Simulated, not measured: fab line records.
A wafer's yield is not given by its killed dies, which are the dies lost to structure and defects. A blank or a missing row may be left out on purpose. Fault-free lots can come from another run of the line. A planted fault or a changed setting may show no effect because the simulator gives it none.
What tool caused it? | flow sky130 | Sampling: 6 lots, 18 wafers, 2 of 708 route steps

== WHAT THE GAUGES SHOWED, per wafer ==
SKY_NWELL_OVL_MEAS_10.
lot  | measured     | on         | NWELL_00_OVL (nm)
L461 | day 5 15:51  | overlay-01 | -3.4 -1.0 -2.9
L466 | day 6 20:14  | overlay-01 | - - -
L467 | day 7 04:30  | overlay-02 | 0.9 2.8 2.3
L472 | day 8 03:01  | overlay-01 | -0.1 -0.7 -1.0
L478 | day 9 15:59  | overlay-01 | 0.7 -1.5 -0.2
L480 | day 10 02:31 | overlay-01 | -3.3 -2.4 -2.2

== WHAT TOOL EACH LOT RAN ON (gives the tool, then ch and the chambers of the sampled wafers, and finally the start) ==
lot  | SKY_NWELL_EXPOSE_07
L461 | iline-stepper-02 ch 0, day 5 07:43
L466 | iline-stepper-02 ch 0, day 6 10:43
L467 | iline-stepper-02 ch 0, day 6 19:10
L472 | iline-stepper-02 ch 0, day 7 17:26
L478 | iline-stepper-02 ch 0, day 9 05:56
L480 | iline-stepper-02 ch 0, day 9 16:38
- SKY_NWELL_EXPOSE_07: exposes mask NWM, target cd 840 nm.

== THE ANSWER, worked out from the rows above alone ==
Rule: the lots themselves supply what counts as usual. Put in order of their means at a reading, lots are off if they are a third of the lots or fewer, leave a main group of 4 or more, and stand apart from it by a gap of 3 or more times the standard deviation of the main group's means; of several such gaps the widest counts. Not used: any main group whose means are identical at the precision the tables above print for the reading. Also off: a lot with no number at a reading for which 4 or more lots have one. The other lots that the step has rows for count as sound.
Off: L466, seen at SKY_NWELL_OVL_MEAS_10 (NWELL_00_OVL). Without a number there: L466. The main group has a mean of -0.8 nm with a standard deviation of 1.7.
A tool fits if, at a process step before that reading, it ran every lot that is off, and no sound lot after the first of them. The gauges at SKY_NWELL_OVL_MEAS_10 are tried like those tools. Of those tried, none fits.

== WHAT THE SIMULATOR HAD INSERTED ==
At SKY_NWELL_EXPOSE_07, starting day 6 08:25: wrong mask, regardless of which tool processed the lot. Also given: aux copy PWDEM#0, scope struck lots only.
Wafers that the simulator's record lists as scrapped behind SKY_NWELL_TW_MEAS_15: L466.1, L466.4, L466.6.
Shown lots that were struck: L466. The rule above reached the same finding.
